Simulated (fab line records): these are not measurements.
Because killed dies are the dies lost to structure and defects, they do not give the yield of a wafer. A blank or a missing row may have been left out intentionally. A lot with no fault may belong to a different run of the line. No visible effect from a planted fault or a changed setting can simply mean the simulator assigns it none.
A struck lot beside a sound one | flow sky130 | 15 steps out of a route of 708
Sound: the wafers L795.1, L795.2, L795.5. The struck wafers were L802.2, L802.3, L802.6. The cause is given at the end.
Per side, at each step with rows, come the tool, then ch with its chambers, and then its first start. Under that, the readings that differ: sound wafers | struck wafers | difference of the means | sigmas: that difference in standard deviations of wafers without a fault.
alike: readings with means less than 2 such deviations apart, plus words and numbers identical on both sides. not compared: withheld readings, readings lacking a value on some wafer, bounds such as >300 that could conceal the same value, and numbers that have no deviation in the record and whose values overlap.
Wherever a step has rows on one side only, a row that says differs or no value, or a row with sigmas, the two part there. Non-overlapping numbers with no deviation appear without sigmas and do not part them. Lack of a reading on every wafer of one side parts them only where that side has two or more wafers.

first, 8 steps without rows for these wafers: SKY_METAL2_DEHYDRATE_07 (time 57.6 s); SKY_METAL2_HMDS_08 (prime time 60 s); SKY_METAL2_COAT_09 (resist thk 60 nm); SKY_METAL2_COAT_10 (resist thk 450 nm); SKY_METAL2_SOFTBAKE_11 (time 90 s); SKY_METAL2_EXPOSE_12 (exposes mask MM2, target cd 140 nm); SKY_METAL2_PEB_13; SKY_METAL2_DEVELOP_14 (develop time 60 s).
SKY_METAL2_CD_MEAS_15 targets a cd of 140 nm.
  sound: cd-sem-01 at day 35 15:14; struck: cd-sem-01 at day 38 06:14
  alike: cd-nm
SKY_METAL2_OVL_MEAS_16:
  sound: overlay-01 at day 35 15:22; struck: overlay-01 at day 38 06:21
  alike: METAL2_OVL
SKY_METAL2_DESCUM_17: chemistry O2, time 8 s.
  sound on rie-metal-02 ch 0,1, day 35 15:24; struck on rie-metal-02 ch 0,1, day 38 06:23
  alike: drypump-motor-current-A, oes-product-au
  not compared: rf-hours-counter-h
SKY_METAL2_ETCH_18: etches BARC in N2/H2, stops on SiO2, time 45.9 s, target depth 60 nm.
  sound on rie-metal-02 ch 0,1, day 35 15:26; struck on rie-metal-02 ch 0,1, day 38 06:25
  alike: bias-w, chamber-pressure-mTorr, drypump-motor-current-A, oes-product-au, throttle-valve-pct
  not compared: rf-hours-counter-h
SKY_METAL2_METAL_ETCH_19: etches the open film in Cl2/BCl3, stops on SiO2, target depth 360 nm, time 78 s.
  sound on rie-metal-02 ch 0,1, day 35 15:29; struck on rie-metal-02 ch 0,1, day 38 06:28
  no value came back on the struck wafers for any of 6 readings (bcl3-flow-sccm (sccm), bias-w (W) and others); on the sound wafers bcl3-flow-sccm (sccm) reads 30.10 29.97 29.92
  reading                                       | sound             | struck            | difference | sigmas
  model.KrF-thick_of_METAL2_COAT_10.thk-nm (nm) | 154.7 153.9 155.5 | 390.2 389.7 389.6 | +235.1     |
  model.SiO2_of_VIA1_HDPCVD_00.thk-nm (nm)      | 330.7 331.6 330.6 | 340.7 340.8 341.3 | +10.0      |
  not compared: rf-hours-counter-h
SKY_METAL2_STRIP_20: strips in O2/N2.
  sound on plasma-asher-03 ch 0,1, day 35 15:35; struck on plasma-asher-03 ch 1, day 38 06:34
  reading                      | sound             | struck            | difference | sigmas
  oes-product-au (a.u.)        | 0.334 0.339 0.337 | 0.442 0.450 0.442 | +0.108     | +22
  strip-time-to-endpoint-s (s) | 2.65 2.63 2.66    | 5.17 5.16 5.17    | +2.52      | +57
  alike: drypump-motor-current-A
  not compared: rf-hours-counter-h
then, 1 step without rows for these wafers: SKY_METAL2_STRIP_21 (strips in post etch residue remover, time 1200 s).

WHERE THEY PART
At SKY_METAL2_METAL_ETCH_19 first; at SKY_METAL2_STRIP_20 last (within this record only).

WHY: what had been put in by the simulator
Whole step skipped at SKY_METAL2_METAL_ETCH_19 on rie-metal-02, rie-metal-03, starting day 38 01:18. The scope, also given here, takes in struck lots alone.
